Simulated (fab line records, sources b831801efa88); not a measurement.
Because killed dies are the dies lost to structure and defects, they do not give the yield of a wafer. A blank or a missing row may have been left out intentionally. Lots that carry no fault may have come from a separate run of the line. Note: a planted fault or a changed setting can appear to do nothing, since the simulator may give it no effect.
A struck lot beside a sound one | flow sky130 | 30 out of 708 route steps
Sound: these wafers, L119.2, L119.3, L119.6. The struck wafers were L133.1, L133.5, L133.6. The cause is named last.
At each step with rows: each side's tool, then ch and its chambers, then its first start. Under that, the readings that differ: sound wafers | struck wafers | difference of the means | sigmas: that difference in standard deviations of wafers without a fault.
alike: same words and numbers on both sides, and readings whose means sit less than 2 such deviations apart. not compared: any withheld reading, any reading some wafer has no value for, any bound like >300 that may hide the same value, and any number with overlapping values for which the record gives no deviation.
The two part at a step that has a row with sigmas, a row that says differs or no value, or rows on one side only. Numbers that have no deviation but don't overlap get no sigmas and don't part them. A reading missing from all wafers of one side parts the sides only when that side holds two or more wafers.

first, 3 steps without rows for these wafers: SKY_CONTACT_STRIP_20 (strips in post etch residue remover, time 1200 s); SKY_CONTACT_CLEAN_21 (cleans in IPA, time 180 s); SKY_CONTACT_CLEAN_22 (cleans in O3/DIW).
SKY_CONTACT_SPUTTER_23: material TiN, target thk 20 nm, time 80 s.
  sound on pvd sputter-03, day 32 03:59; struck on pvd sputter-02, day 36 23:23
  alike: throttle valve pct
then, 1 step without rows for these wafers: SKY_CONTACT_CVD_24 (deposits W, target thk 340 nm, time 102.12 s).
SKY_CONTACT_RS_MEAS_25: measures by four-point-probe.
  sound on film metro-03, day 32 04:10; struck on film metro-01, day 36 23:34
  alike: CONTACT_W_RS
SKY_CONTACT_THK_MEAS_26: measures by xrf.
  sound on film metro-03, day 32 04:17; struck on film metro-01, day 36 23:41
  alike: CONTACT_W_THK
then, 1 step without rows for these wafers: SKY_CONTACT_CMP_27 (polishes, stops on SiO2, t overpolish 15 s, target thk 0 nm).
SKY_METAL1_SPUTTER_00: material Ti, target thk 15 nm, time 10 s.
  sound on pvd sputter-01, day 32 04:38; struck on pvd sputter-01, day 37 00:02
  alike: throttle valve pct
SKY_METAL1_SPUTTER_01: material TiN, target thk 20 nm, time 16.2 s.
  sound on pvd sputter-01, day 32 04:39; struck on pvd sputter-01, day 37 00:04
  alike: throttle valve pct
then, 2 steps without rows for these wafers: SKY_METAL1_SPUTTER_02 (material AlCu, target thk 250 nm, time 13.3 s); SKY_METAL1_SPUTTER_03 (material Ti, target thk 5 nm, time 3.3 s).
SKY_METAL1_SPUTTER_04: material TiN, target thk 70 nm, time 58.3 s.
  sound on pvd sputter-01, day 32 04:43; struck on pvd sputter-01, day 37 00:08
  alike: throttle valve pct
SKY_METAL1_RS_MEAS_05: measures by four-point-probe.
  sound on film metro-03, day 32 04:47; struck on film metro-04, day 37 00:11
  alike: METAL1_ALCU_RS
SKY_METAL1_THK_MEAS_06: measures by xrf.
  sound on film metro-03, day 32 04:54; struck on film metro-04, day 37 00:18
  reading              | sound             | struck            | difference | sigmas
  METAL1_ALCU_THK (nm) | 245.9 246.3 247.7 | 254.0 252.8 255.5 | +7.5       | +3
then, 8 steps without rows for these wafers: SKY_METAL1_DEHYDRATE_07 (time 60 s); SKY_METAL1_HMDS_08 (prime time 60 s); SKY_METAL1_COAT_09 (resist thk 60 nm); SKY_METAL1_COAT_10 (resist thk 450 nm); SKY_METAL1_SOFTBAKE_11 (time 90 s); SKY_METAL1_EXPOSE_12 (exposes mask MM1, target cd 140 nm); SKY_METAL1_PEB_13; SKY_METAL1_DEVELOP_14 (develop time 60 s).
SKY_METAL1_CD_MEAS_15 targets a cd of 140 nm.
  sound on cd sem-01, day 33 07:59; struck on cd sem-02, day 38 02:04
  alike: cd nm
SKY_METAL1_OVL_MEAS_16:
  sound on overlay-01, day 33 08:05; struck on overlay-02, day 38 02:11
  alike: METAL1_OVL
then, 1 step without rows for these wafers: SKY_METAL1_DESCUM_17 (chemistry O2, time 8 s).
SKY_METAL1_ETCH_18: etches BARC in N2/H2, stops on SiO2, time 45.9 s, target depth 60 nm.
  sound on rie metal-03 ch 0,1, day 33 08:09; struck on rie metal-03 ch 0,1, day 38 02:15
  alike: drypump motor current A, oes product au, throttle valve pct
  not compared: rf hours counter h
SKY_METAL1_METAL_ETCH_19: etches the open film in Cl2/BCl3, stops on SiO2, target depth 360 nm, time 78 s.
  sound on rie metal-03 ch 0,1, day 33 08:13; struck on rie metal-03 ch 0,1, day 38 02:19
  reading               | sound             | struck            | difference | sigmas
  oes product au (a.u.) | 0.846 0.846 0.850 | 0.841 0.837 0.829 | -0.012     | -2
  alike: drypump motor current A, throttle valve pct
  not compared: rf hours counter h
SKY_METAL1_STRIP_20: strips in O2/N2.
  sound on plasma asher-03 ch 0,1, day 33 08:18; struck on plasma asher-02 ch 0,1, day 38 02:24
  alike: drypump motor current A, oes product au, strip time to endpoint s
  not compared: rf hours counter h
-- the record jumps here: 12 days lie between the struck wafers' starts before and after (it left off in module METAL1 and takes up again in module PAD_OPEN, whose first step shown is number 708 of the route) --
SKY_PAD_OPEN_PROBE_99:
  rows exist in the record for the struck wafers here (prober-02, day 49 17:16), but not for the sound ones

== WHERE THEY PART ==
Last at SKY_PAD_OPEN_PROBE_99 as far as this record goes, first at SKY_METAL1_THK_MEAS_06.

WHY: what the simulator had put in
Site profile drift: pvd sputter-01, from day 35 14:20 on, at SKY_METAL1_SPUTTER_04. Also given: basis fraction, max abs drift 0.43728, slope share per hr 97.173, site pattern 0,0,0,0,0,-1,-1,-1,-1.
